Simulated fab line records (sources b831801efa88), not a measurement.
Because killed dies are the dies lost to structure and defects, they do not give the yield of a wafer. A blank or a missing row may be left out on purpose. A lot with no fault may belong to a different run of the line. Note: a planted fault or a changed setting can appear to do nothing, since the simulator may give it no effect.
What tool caused it? + flow sky130 + 6 lots, 18 wafers sampled, at 4 steps of a route of 708

## WHAT EACH GAUGE READ, for each wafer
SKY_SD_N_RS_MEAS_18: measures by four-point-probe.
| lot  | measured     | on           | RES_XHIGH_RS (ohm/sq) |
|------|--------------|--------------|-----------------------|
| L764 | day 28 23:29 | filmMetro-03 | 331.4 332.7 330.4     |
| L767 | day 29 15:23 | filmMetro-03 | 333.5 332.4 333.9     |
| L773 | day 31 20:19 | filmMetro-03 | 331.5 332.9 332.3     |
| L775 | day 32 06:49 | filmMetro-04 | 332.6 331.7 332.9     |
| L780 | day 34 01:15 | filmMetro-04 | 331.6 331.8 332.1     |
| L783 | day 34 19:28 | filmMetro-01 | 334.7 333.2 332.5     |

## TOOL THAT RAN EACH LOT (tool first, then ch and the chambers of the sampled wafers, then the start)
| lot  | SKY_NWELL_EXPOSE_20                | SKY_VT_ADJUST_HVTP_STRIP_10         | SKY_SD_P_STRIP_10                   |
|------|------------------------------------|-------------------------------------|-------------------------------------|
| L764 | ilineStepper-02 ch 0, day 5 19:38  | plasmaAsher-04 ch 0,1, day 6 23:33  | plasmaAsher-04 ch 0,1, day 26 13:24 |
| L767 | ilineStepper-01 ch 0, day 6 10:40  | plasmaAsher-04 ch 0,1, day 7 17:16  | plasmaAsher-01 ch 0,1, day 27 05:30 |
| L773 | ilineStepper-01 ch 0, day 7 19:39  | plasmaAsher-02 ch 0,1, day 9 03:05  | plasmaAsher-01 ch 0,1, day 29 10:23 |
| L775 | ilineStepper-01 ch 0, day 8 01:43  | plasmaAsher-03 ch 0,1, day 9 09:38  | plasmaAsher-02 ch 0,1, day 29 22:13 |
| L780 | ilineStepper-01 ch 0, day 9 09:01  | plasmaAsher-02 ch 0,1, day 10 18:26 | plasmaAsher-02 ch 0,1, day 31 18:25 |
| L783 | ilineStepper-02 ch 0, day 10 06:11 | plasmaAsher-04 ch 0,1, day 11 16:20 | plasmaAsher-01 ch 0,1, day 32 13:36 |
- SKY_NWELL_EXPOSE_20: exposes mask NWM COMPLEMENT, target cd 840 nm.
- SKY_VT_ADJUST_HVTP_STRIP_10: strips in O2/N2.
- SKY_SD_P_STRIP_10: strips in O2/N2.

## THE ANSWER, worked out from the rows above alone
Rule: the usual values come from the lots themselves. The widest of any qualifying gaps counts: lots, ordered by their means at a reading, are off when they make up no more than a third of the lots, leave a main group of 4 or more, and stand apart from it by 3 or more times the standard deviation of that group's means. Not used: any main group whose means are identical at the precision the tables above print for the reading. Also off: a lot with no number at a reading for which 4 or more lots have one. All remaining lots with rows at the step are treated as sound.
No lot is off at any reading shown: from this, nothing can be told.

## WHAT HAD BEEN PUT IN BY THE SIMULATOR
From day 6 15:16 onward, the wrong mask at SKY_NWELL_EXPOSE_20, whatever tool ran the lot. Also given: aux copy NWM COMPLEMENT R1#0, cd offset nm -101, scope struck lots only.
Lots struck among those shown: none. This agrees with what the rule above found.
